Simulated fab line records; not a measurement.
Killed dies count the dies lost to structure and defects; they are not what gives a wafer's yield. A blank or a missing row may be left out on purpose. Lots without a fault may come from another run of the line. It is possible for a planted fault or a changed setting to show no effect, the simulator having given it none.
Struck lot and sound lot, side by side    flow gf180mcu    17 out of 602 route steps
Sound: wafers L748.2, L748.5, L748.6. Struck: wafers L751.1, L751.5. (L751.4 of the same lot was not struck and is left out.) The cause comes at the end.
Each step with rows lists, per side, the tool, then ch with its chambers, then its first start. Under that, the readings that differ: sound wafers    struck wafers    difference of the means    sigmas: that difference in standard deviations of wafers without a fault.
alike: readings whose means differ by less than 2 such deviations, and words and numbers that are the same on both sides. not compared: withheld readings, readings that some wafer has no value for, bounds like >300 that may hide the same value, and numbers for which the record gives no deviation and whose values overlap.
The two part at a step that has a row with sigmas, a row that says differs or no value, or rows on one side only. Non-overlapping numbers with no deviation appear without sigmas and do not part them. Lack of a reading on every wafer of one side parts them only where that side has two or more wafers.

first, 1 step without rows for these wafers: GF_V3_EXPOSE_11 (exposes mask Via3, target cd 260 nm).
GF_V3_PEB_12: peb time 92.09 s.
  sound on litho-track-04 ch 0; struck on litho-track-03 ch 0
  alike: plate-sensor-t-centre-C, plate-sensor-t-edge-C
then, 1 step without rows for these wafers: GF_V3_DEVELOP_13 (develop time 60 s).
GF_V3_CD_MEAS_14: the cd target is 260 nm.
  sound: cd-sem-02 at day 23 20:47; struck: cd-sem-01 at day 25 00:25
  alike: cd-nm
GF_V3_OVL_MEAS_15:
  sound: overlay-02 at day 23 20:53; struck: overlay-01 at day 25 00:32
  alike: V3_OVL
then, 1 step without rows for these wafers: GF_V3_ETCH_16 (etches BARC in N2/H2).
GF_V3_ETCH_17: etches SiO2 in C4F8/O2/Ar, stops on TiN, target depth 635 nm.
  sound on rie-diel-04 ch 1,2,3; struck on rie-diel-02 ch 0,2
  alike: oes-product-au
GF_V3_STRIP_18: strips in O2/N2.
  sound on plasma-asher-03 ch 0,1, day 23 21:02; struck on plasma-asher-03 ch 0,1, day 25 00:42
  alike: drypump-motor-current-A, heater-power-w, oes-product-au
  not compared: rf-hours-counter-h
then, 2 steps without rows for these wafers: GF_V3_STRIP_19 (strips in post etch residue remover, time 1200 s); GF_V3_CLEAN_20 (cleans in DIW).
GF_V3_SPUTTER_21: material Ti, target thk 15 nm, time 80.02 s.
  sound: pvd-sputter-02 at day 23 21:37; struck: pvd-sputter-03 at day 25 01:14
  alike: throttle-valve-pct
then, 1 step without rows for these wafers: GF_V3_SPUTTER_22 (material TiN, target thk 10 nm, time 40 s).
GF_V3_CVD_23: deposits W, target thk 350 nm, time 104.9 s.
  sound on cvd-w-02 ch 0,1, day 23 21:43; struck on cvd-w-02 ch 0, day 25 01:20
reading                           sound              struck     difference  sigmas
model.W_of_V3_CVD_23.thk-nm (nm)  356.4 353.5 342.1  379.2 378  +27.9       
  alike: heater-power-w, susceptor-temp-C
GF_V3_RS_MEAS_24: uses a four-point probe to measure.
  sound: film-metro-04 at day 23 21:50; struck: film-metro-02 at day 25 01:27
reading           sound              struck       difference  sigmas
V3_W_RS (ohm/sq)  0.321 0.324 0.333  0.303 0.303  -0.023      -4
GF_V3_THK_MEAS_25: measures by xrf.
  sound: film-metro-04 at day 23 21:57; struck: film-metro-02 at day 25 01:34
reading        sound        struck   difference  sigmas
V3_W_THK (nm)  359 358 347  381 382  +27         +4
GF_V3_CMP_26: polishes, stops on SiO2, t overpolish 15 s, target thk 0 nm.
  sound on cmp-01 ch 0,1,3, day 23 22:09; struck on cmp-02 ch 1,3, day 25 01:41
reading                 sound     struck  difference  sigmas
time-to-endpoint-s (s)  88 86 81  96 95   +10         +3
  alike: head-pressure-psi, motor-current-A, overpolish-run-s
then, 1 step without rows for these wafers: GF_PASSIVATION_PROBE_99.

WHERE THEY PART
Last at GF_V3_CMP_26 as far as this record goes, first at GF_V3_RS_MEAS_24.

WHY: what the simulator had put in
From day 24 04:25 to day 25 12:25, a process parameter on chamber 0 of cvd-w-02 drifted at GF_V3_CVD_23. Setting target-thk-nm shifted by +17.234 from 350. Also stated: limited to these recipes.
